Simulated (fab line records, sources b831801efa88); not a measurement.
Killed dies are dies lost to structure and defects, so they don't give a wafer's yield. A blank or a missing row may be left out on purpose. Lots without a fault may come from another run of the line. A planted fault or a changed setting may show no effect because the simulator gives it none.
Problem report in the 8D (eight disciplines) form, filled by code | flow gf180mcu | the parts of the form that need people (team, actions taken, sign-off) are left out

1. THE PROBLEM
run_length_s at GF_M3_STRIP_18 reads a mean of 964 s on 6 wafers of 2 lots; wafers without a fault read 1227 s with a standard deviation of 3.1. That is -85 standard deviations from the usual mean.
The step: strips in post etch residue remover, time 1200 s.
First seen on wafer L349.1, day 25 17:57, on wet_bench-03. The record holds 41 wafers of 14 lots with a number at this step. Rule for "out", or "out of limits": more than 4 standard deviations from the usual mean. The other wafers with a number count as sound.

2. WHAT IT IS AND WHAT IT IS NOT
question                    | is                     | is not
which readings at this step | run_length_s           | bath_guard_temp_C
which lots                  | L349, L353             | L337, L339, L340, L341, L342, L344, L345, L346, L347, L352, L357, L358
which wafers of those lots  | all that have a number | -
read on which tools         | wet_bench-03           | wet_bench-01, wet_bench-02
when                        | from day 25 17:57      | up to then (26 sound wafers); but 9 sound wafers of L352, L357, L358 came after

3. SUSPECTS, AND WHAT RULES EACH OUT
Counting: a tool at a process step up to the reading stays a suspect if it ran every lot that is out and no sound lot after the first of them.
- wet_bench-03 at GF_M3_STRIP_18 (strips in post etch residue remover, time 1200 s): kept. It ran every lot that is out, first L349 (day 25 17:57), and no sound lot after that; its last sound lot up to then is L346 (day 24 12:11). Its own readings are out on those wafers: run_length_s.
Left after counting: wet_bench-03 at GF_M3_STRIP_18.

4. THE CAUSE (what the simulator had put in)
Process parameter drift: wet_bench-03, from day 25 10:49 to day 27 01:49, at GF_M3_STRIP_18. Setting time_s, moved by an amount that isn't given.
Counting left only this tool.

5. THE CHAIN OF EFFECTS, in route order
Each row: a reading whose mean over the struck wafers that have a number lies more than 3 standard deviations from the usual. Only readings for which the record gives a usual standard deviation are gone through. hours: the time from each lot's start at the first step in this table that gives one to its start at this step, as a median over the lots. sigmas: the change in usual standard deviations.
hours | step           | reading      | usual  | on struck wafers | change | sigmas
0     | GF_M3_STRIP_18 | run_length_s | 1227 s | 964              | -264   | -85
The process steps in it:
- GF_M3_STRIP_18: strips in post etch residue remover, time 1200 s.
Later measuring or inspecting steps at which every struck wafer that the step has a row for has a number for every such reading, and none has moved that far: GF_V3_BOW_MEAS_05, GF_V3_OVL_MEAS_15.

6. WHAT WOULD HAVE CAUGHT IT SOONER
In this record the first reading out of limits was taken at day 25 17:57, 7 hours after the fault began at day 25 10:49.
